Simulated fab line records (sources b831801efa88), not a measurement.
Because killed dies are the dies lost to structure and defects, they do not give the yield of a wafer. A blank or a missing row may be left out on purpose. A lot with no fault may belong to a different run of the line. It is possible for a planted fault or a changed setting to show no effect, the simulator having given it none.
Which tool is to blame?    flow sky130    Sampling: 7 lots, 21 wafers, 2 of 708 route steps

## WHAT EACH GAUGE READ, for each wafer
SKY_LDD_LDN_OVL_MEAS_07.
lot   measured      on          LDD_LDN_OVL (nm)
L925  day 23 19:34  overlay-01  -2.9 -2.8 -4.5
L929  day 25 07:46  overlay-02  -0.4 0.6 -0.7
L931  day 25 18:49  overlay-02  1.2 -0.2 0.7
L936  day 28 01:31  overlay-02  -0.7 -1.0 -0.4
L942  day 29 11:13  overlay-01  - - -
L944  day 30 22:04  overlay-01  -3.7 -2.9 -5.2
L947  day 31 09:40  overlay-01  -2.4 -2.1 -4.4

## WHICH TOOL RAN EACH LOT (tool, then ch and the chambers of the sampled wafers, then the start)
lot   SKY_LDD_LDN_COAT_02
L925  litho_track-01 ch 0, day 23 04:16
L929  litho_track-04 ch 0, day 24 16:38
L931  litho_track-01 ch 0, day 25 03:53
L936  litho_track-03 ch 0, day 27 11:10
L942  litho_track-01, day 28 21:58
L944  litho_track-01 ch 0, day 30 07:40
L947  litho_track-03 ch 0, day 30 18:35
- SKY_LDD_LDN_COAT_02: resist thk 1140 nm.

## THE ANSWER, worked out from the rows above alone
Rule: what is usual is taken from the lots themselves. The widest of any qualifying gaps counts: lots, ordered by their means at a reading, are off when they make up no more than a third of the lots, leave a main group of 4 or more, and stand apart from it by 3 or more times the standard deviation of that group's means. A main group is skipped when, at the precision printed for the reading in the tables above, its means are all equal. Also off: a lot with no number at a reading for which 4 or more lots have one. All remaining lots with rows at the step are treated as sound.
Off: L942, seen at SKY_LDD_LDN_OVL_MEAS_07 (LDD_LDN_OVL). Without a number there: L942. The main group: mean -1.8 nm, standard deviation 1.7.
If a tool, at a process step before that reading, ran all the lots that are off and no sound lot after the first of them, it fits. The gauges at SKY_LDD_LDN_OVL_MEAS_07 are tried like those tools. Of those tried, none fits.

## WHAT THE SIMULATOR PUT IN
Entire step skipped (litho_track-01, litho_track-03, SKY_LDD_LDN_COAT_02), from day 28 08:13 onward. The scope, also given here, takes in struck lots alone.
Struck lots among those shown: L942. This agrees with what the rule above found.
